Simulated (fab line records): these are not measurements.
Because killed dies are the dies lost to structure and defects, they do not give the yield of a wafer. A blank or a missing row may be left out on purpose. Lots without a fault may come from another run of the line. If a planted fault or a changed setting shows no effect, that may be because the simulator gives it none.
What tool caused it? ; flow sky130 ; Sampling: 24 lots, 72 wafers, 5 of 708 route steps

WHAT THE GAUGES SHOWED, per wafer
SKY_VIA1_RS_MEAS_22: a four-point-probe measurement. Usual: VIA1_W_RS typically reads 0.430 ohm/sq, with standard deviation 0.0044.
lot;measured;on;VIA1_W_RS (ohm/sq);flag
L074;day 33 17:11;film_metro-02;0.438 0.437 0.433;
L075;day 34 11:36;film_metro-04;0.426 0.429 0.430;
L076;day 34 12:11;film_metro-02;0.421 0.427 0.426;
L077;day 35 02:23;film_metro-02;0.430 0.428 0.428;
L078;day 36 08:05;film_metro-01;0.433 0.437 0.435;
L079;day 36 08:17;film_metro-02;0.422 0.429 0.432;
L080;day 36 09:00;film_metro-04;0.434 0.429 0.433;
L081;day 36 10:58;film_metro-04;0.432 0.429 0.427;
L082;day 36 15:48;film_metro-01;0.427 0.425 0.428;
L083;day 37 00:24;film_metro-01;0.434 0.433 0.437;
L084;day 37 12:44;film_metro-02;0.428 0.431 0.437;
L086;day 37 21:51;film_metro-02;0.437 0.431 0.436;
L085;day 38 00:47;film_metro-01;0.430 0.422 0.426;
L087;day 38 09:25;film_metro-04;0.435 0.436 0.431;
L088;day 38 11:00;film_metro-01;0.430 0.431 0.428;
L089;day 39 05:18;film_metro-04;0.431 0.437 0.429;
L090;day 39 12:56;film_metro-01;0.437 0.436 0.437;
L091;day 39 16:46;film_metro-04;0.427 0.424 0.432;
L092;day 39 20:54;film_metro-01;0.432 0.431 0.429;
L093;day 39 23:16;film_metro-02;0.425 0.430 0.424;
L094;day 40 07:41;film_metro-04;0.430 0.435 0.433;
L095;day 40 13:56;film_metro-04;0.428 0.430 0.428;
L097;day 41 14:41;film_metro-01;0.427 0.427 0.428;
L096;day 42 16:58;film_metro-02;0.430 0.432 0.430;

SKY_METAL2_OVL_MEAS_16. Usual: METAL2_OVL typically reads -5 nm, with standard deviation 5.5.
lot;measured;on;METAL2_OVL (nm);flag
L074;day 34 20:51;overlay-01;-11 -4 -17;
L075;day 35 14:45;overlay-01;-4 -8 -5;
L076;day 35 16:30;overlay-02;-10 -8 -21;
L077;day 36 05:30;overlay-02;-2 -4 -4;
L078;day 37 10:39;overlay-01;-10 -15 -10;
L079;day 37 11:00;overlay-02;-3 -2 -4;
L080;day 37 11:21;overlay-02;-7 -2 1;
L081;day 37 13:27;overlay-01;-2 -4 -6;
L082;day 37 18:19;overlay-02;5 2 -7;
L083;day 38 03:33;overlay-02;-7 -6 -1;
L084;day 38 15:48;overlay-01;-4 -1 -4;
L086;day 39 00:33;overlay-01;-4 -11 -16;
L085;day 39 03:15;overlay-02;-10 -5 -4;
L087;day 39 10:58;overlay-01;-15 -10 -11;
L088;day 39 12:20;overlay-01;-4 -8 -2;
L089;day 40 07:31;overlay-02;2 -9 4;
L090;day 40 14:19;overlay-01;-3 -3 -6;
L091;day 40 17:59;overlay-02;-3 0 -6;
L092;day 40 22:31;overlay-02;-13 2 -11;
L093;day 41 00:01;overlay-02;-7 -4 -7;
L094;day 41 08:09;overlay-02;-12 -12 -8;
L095;day 41 15:12;overlay-02;2 0 0;
L097;day 42 14:50;overlay-01;-10 1 -16;
L096;day 43 16:57;overlay-01;1 -9 -11;

SKY_VIA2_CD_MEAS_12: target cd 200 nm. Usual: cd_nm at 200.6 nm, with a standard deviation of 1.4.
lot;measured;on;cd_nm (nm);flag
L074;day 36 00:14;cd_sem-01;201.6 201.7 202.5;
L075;day 36 18:23;cd_sem-01;201.4 200.6 199.0;
L076;day 36 19:22;cd_sem-02;198.0 199.4 198.5;
L077;day 37 09:17;cd_sem-01;201.0 201.6 201.2;
L078;day 38 14:25;cd_sem-02;200.1 199.7 200.9;
L079;day 38 14:46;cd_sem-01;202.1 203.9 202.3;
L080;day 38 15:04;cd_sem-02;199.3 198.7 198.8;
L081;day 38 16:57;cd_sem-02;200.6 200.3 199.5;
L082;day 38 21:33;cd_sem-02;201.8 202.0 202.3;
L083;day 39 06:28;cd_sem-01;198.8 198.5 197.9;
L084;day 39 18:40;cd_sem-02;201.6 201.2 201.7;
L086;day 40 03:17;cd_sem-02;202.5 203.2 201.9;
L085;day 40 05:01;cd_sem-02;199.4 200.2 200.1;
L087;day 40 13:32;cd_sem-02;200.7 199.2 200.1;
L088;day 40 14:29;cd_sem-02;201.3 201.2 202.0;
L089;day 41 09:47;cd_sem-01;197.3 198.9 200.0;
L090;day 41 15:45;cd_sem-02;200.1 199.6 198.7;
L091;day 41 21:02;cd_sem-01;202.6 202.8 203.1;
L092;day 42 00:11;cd_sem-01;201.6 200.1 200.8;
L093;day 42 02:02;cd_sem-01;201.6 200.4 200.6;
L094;day 42 09:22;cd_sem-02;199.3 199.4 200.0;
L095;day 42 15:17;cd_sem-01;199.7 199.6 199.7;
L097;day 43 15:01;cd_sem-02;200.8 199.4 200.4;
L096;day 44 16:46;cd_sem-01;200.5 200.7 201.1;

EACH LOT AND THE TOOL THAT RAN IT (in order: tool; ch and the chambers of the sampled wafers; start)
lot;SKY_VIA1_ETCH_15;SKY_VIA2_CMP_02
L074;rie_diel-01 ch 0,1, day 33 16:23;cmp-02 ch 0,2,3, day 34 21:55
L075;rie_diel-04 ch 0,1,3, day 34 10:41;cmp-01 ch 0,1, day 35 15:47
L076;rie_diel-01 ch 1,2,3, day 34 11:20;cmp-02 ch 0,3, day 35 17:33
L077;rie_diel-04 ch 1,2, day 35 01:31;cmp-02 ch 0,1,2, day 36 06:35
L078;rie_diel-04 ch 0,1,2, day 36 07:16;cmp-01 ch 0,1,3, day 37 11:44
L079;rie_diel-02 ch 2,3, day 36 07:26;cmp-02 ch 0,3, day 37 11:59
L080;rie_diel-01 ch 0,1, day 36 08:13;cmp-01 ch 0,3, day 37 12:23
L081;rie_diel-04 ch 0,1, day 36 10:05;cmp-01 ch 2,3, day 37 14:27
L082;rie_diel-04 ch 0,1,3, day 36 14:56;cmp-02 ch 1,2, day 37 19:22
L083;rie_diel-02 ch 0,3, day 36 23:36;cmp-01 ch 0,2,3, day 38 04:36
L084;rie_diel-01 ch 1,2,3, day 37 11:56;cmp-01 ch 2,3, day 38 17:24
L086;rie_diel-02 ch 0,2, day 37 21:02;cmp-01 ch 0,3, day 39 01:52
L085;rie_diel-02 ch 1,2,3, day 37 23:59;cmp-02 ch 0,2,3, day 39 04:17
L087;rie_diel-04 ch 0,2, day 38 08:37;cmp-02 ch 0,1,3, day 39 12:26
L088;rie_diel-02 ch 0,1, day 38 10:11;cmp-02 ch 0,2,3, day 39 13:32
L089;rie_diel-02 ch 2,3, day 39 04:29;cmp-01 ch 0,1,3, day 40 08:40
L090;rie_diel-02 ch 0,3, day 39 12:02;cmp-01 ch 1,2,3, day 40 15:18
L091;rie_diel-01 ch 0,3, day 39 15:58;cmp-01 ch 0,1,2, day 40 19:58
L092;rie_diel-02 ch 0,2,3, day 39 20:05;cmp-01 ch 0,1, day 40 23:43
L093;rie_diel-04 ch 2,3, day 39 22:23;cmp-01 ch 0,1, day 41 01:09
L094;rie_diel-02 ch 0,1,3, day 40 06:53;cmp-01 ch 0,1,3, day 41 09:13
L095;rie_diel-02 ch 2,3, day 40 13:08;cmp-02 ch 0,1,3, day 41 16:22
L097;rie_diel-04 ch 0,2, day 41 13:53;cmp-01 ch 1,3, day 42 15:50
L096;rie_diel-02 ch 0,1,2, day 42 16:11;cmp-01 ch 0,2,3, day 43 18:01
- SKY_VIA1_ETCH_15: etches SiO2 in C4F8/O2/Ar, stops on TiN, target depth 351 nm, time 54 s.
- SKY_VIA2_CMP_02: polishes SiO2.

WHAT THE TOOLS THEMSELVES READ (means of the sampled wafers that have a number; where no wafer has one, the mark that the record gives instead)
SKY_VIA1_ETCH_15. Usual: oes_product_au at 0.987 a.u., with a standard deviation of 0.0062.
lot;tool;oes_product_au (a.u.);flag
L074;rie_diel-01;0.986;
L075;rie_diel-04;0.984;
L076;rie_diel-01;0.991;
L077;rie_diel-04;0.981;
L078;rie_diel-04;0.986;
L079;rie_diel-02;0.984;
L080;rie_diel-01;0.988;
L081;rie_diel-04;0.987;
L082;rie_diel-04;0.990;
L083;rie_diel-02;0.986;
L084;rie_diel-01;0.992;
L086;rie_diel-02;0.985;
L085;rie_diel-02;0.985;
L087;rie_diel-04;0.984;
L088;rie_diel-02;0.994;
L089;rie_diel-02;0.987;
L090;rie_diel-02;0.988;
L091;rie_diel-01;0.984;
L092;rie_diel-02;0.987;
L093;rie_diel-04;0.983;
L094;rie_diel-02;0.992;
L095;rie_diel-02;0.983;
L097;rie_diel-04;0.989;
L096;rie_diel-02;0.985;

SKY_VIA2_CMP_02. Usual: motor_current_A 13.1 A, standard deviation 1; slurry_filter_dp_kPa 13.53 kPa, standard deviation 0.15; slurry_flow_ml_min 150.0, standard deviation 0.46.
lot;tool;motor_current_A (A);slurry_filter_dp_kPa (kPa);slurry_flow_ml_min;flag
L074;cmp-02;13.1;13.63;149.8;
L075;cmp-01;13.3;13.53;150.1;
L076;cmp-02;13.5;13.61;150.2;
L077;cmp-02;12.2;13.52;149.8;
L078;cmp-01;13.3;13.43;150.0;
L079;cmp-02;13.4;13.48;150.3;
L080;cmp-01;14.1;13.58;150.2;
L081;cmp-01;13.2;13.65;149.7;
L082;cmp-02;11.8;13.48;149.8;
L083;cmp-01;14.1;13.56;149.8;
L084;cmp-01;13.0;13.60;149.7;
L086;cmp-01;13.7;13.46;150.2;
L085;cmp-02;13.1;13.46;150.0;
L087;cmp-02;12.6;13.57;149.5;
L088;cmp-02;12.7;13.60;150.0;
L089;cmp-01;13.6;13.56;149.7;
L090;cmp-01;12.9;13.45;150.1;
L091;cmp-01;14.0;13.46;149.6;
L092;cmp-01;14.6;13.49;150.2;
L093;cmp-01;14.1;13.50;150.2;
L094;cmp-01;13.5;13.46;150.4;
L095;cmp-02;13.0;13.69;149.7;
L097;cmp-01;12.7;13.45;150.1;
L096;cmp-01;13.5;13.51;150.2;

THE ANSWER, worked out from the rows above alone
Rule: lot off if the mean of its wafers having a number is beyond 3 standard deviations from the usual mean. A lot without any number at a reading at which 4 lots or more have one is off too. The other lots that the step has rows for count as sound. First the gauges in route order, then the tools' own readings, where a lot's mean is used as printed above. At the first step where some lot is off, the reading lying furthest off is the one used; lots without a number count as furthest.
Nothing can be told from this: no lot is off at any reading shown.

WHAT THE SIMULATOR HAD PUT IN
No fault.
